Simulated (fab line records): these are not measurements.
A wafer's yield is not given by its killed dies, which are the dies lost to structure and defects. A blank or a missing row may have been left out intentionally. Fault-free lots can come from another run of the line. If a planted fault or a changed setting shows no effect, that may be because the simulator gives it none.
Code-filled problem report in 8D (eight disciplines) form + flow sky130 + the parts of the form that need people (team, actions taken, sign-off) are left out

== 1. THE ISSUE ==
At SKY_PAD_OPEN_PROBE_99, killed at contacts averages 74 over 2 wafers from 2 lots, while fault-free wafers read 24, standard deviation 4.8. That puts it +10 standard deviations away from the usual mean.
First observed at day 50 00:05: wafer L716.2, on prober-01. The record has a number at this step for 39 wafers belonging to 13 lots. The rule behind "out" and "out of limits": a value lying over 4 standard deviations away from the usual mean. Any other wafer with a number is counted as sound.

== 2. WHAT THIS IS AND IS NOT ==
| question                    | is                              | is not                                                                                               |
|-----------------------------|---------------------------------|------------------------------------------------------------------------------------------------------|
| which readings at this step | killed at contacts, killed dies | killed_at_M0_to_M3, killed_at_M4_up, killed at front end, killed at other, killed open, killed short |
| which lots                  | L716, L718                      | L700, L701, L702, L704, L705, L706, L708, L709, L710, L721, L722                                     |
| which wafers of those lots  | L716.2, L718.1                  | L716.3, L716.5, L718.5, L718.6                                                                       |
| read on which tools         | prober-01                       | prober-02                                                                                            |
| when                        | from day 50 00:05               | up to then (27 sound wafers); but 10 sound wafers of L716, L718, L721, L722 came after               |

== 3. WHAT RULES OUT EACH SUSPECT ==
Counting: any tool at a process step up to the reading remains a suspect provided it ran every lot that is out. Sound lots after the first of them don't rule it out here, since some wafers of a struck lot are sound.
- rie diel-04 at SKY_LI_CONTACT_ETCH_14 (etches BARC in N2/H2, stops on SiO2, time 45.9 s, target depth 60 nm): kept. Ran every lot that is out, first one L716 (day 34 21:52); last sound lot up to then L708 (day 33 01:34).
- prober-01 at SKY_PAD_OPEN_PROBE_99: kept. Ran every lot that is out, first one L716 (day 50 00:05); last sound lot up to then L708 (day 48 15:26). Out on those wafers are its own readings of killed at contacts, killed dies.
- At SKY_LI_CONTACT_ETCH_14, inside rie diel-04: chamber 0 took the wafers that are out, while their sound lot-mates went through chambers 1, 2, 3.
The count leaves prober-01 at SKY_PAD_OPEN_PROBE_99 and rie diel-04 at SKY_LI_CONTACT_ETCH_14.

== 4. THE CAUSE (what the simulator had put in) ==
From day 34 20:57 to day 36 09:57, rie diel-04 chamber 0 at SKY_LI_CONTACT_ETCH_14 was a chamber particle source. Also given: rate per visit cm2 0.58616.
This tool is one of the 2 suspects left after counting.

== 5. SEQUENCE OF EFFECTS, ordered by route ==
Each row: a reading where the mean over the struck wafers with a number is more than 3 standard deviations away from the usual. Only readings for which the record gives a usual standard deviation are gone through. hours: the time from each lot's start at the first step in this table that gives one to its start at this step, as a median over the lots. sigmas: the change in usual standard deviations.
| hours | step                  | reading            | usual | on struck wafers | change | sigmas |
|-------|-----------------------|--------------------|-------|------------------|--------|--------|
| 0     | SKY_PAD_OPEN_PROBE_99 | killed at contacts | 24    | 74               | +50    | +10    |
| 0     | SKY_PAD_OPEN_PROBE_99 | killed dies        | 86    | 134              | +48    | +5.5   |
It contains these process steps:
- SKY_PAD_OPEN_PROBE_99

== 6. WHAT WOULD HAVE CAUGHT IT SOONER ==
In this record the first reading out of limits was taken at day 50 00:05, 363 hours after the fault began at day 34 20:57.
Of the tool readings at SKY_LI_CONTACT_ETCH_14 for which the record gives a usual standard deviation, none was out on any struck wafer, so an alarm limit of 4 standard deviations on them would not have fired.
Lots out: 2; all had begun SKY_LI_CONTACT_ETCH_14 on rie diel-04 by day 50 00:05. Had the tool been put on hold then, not one of them would have been saved.
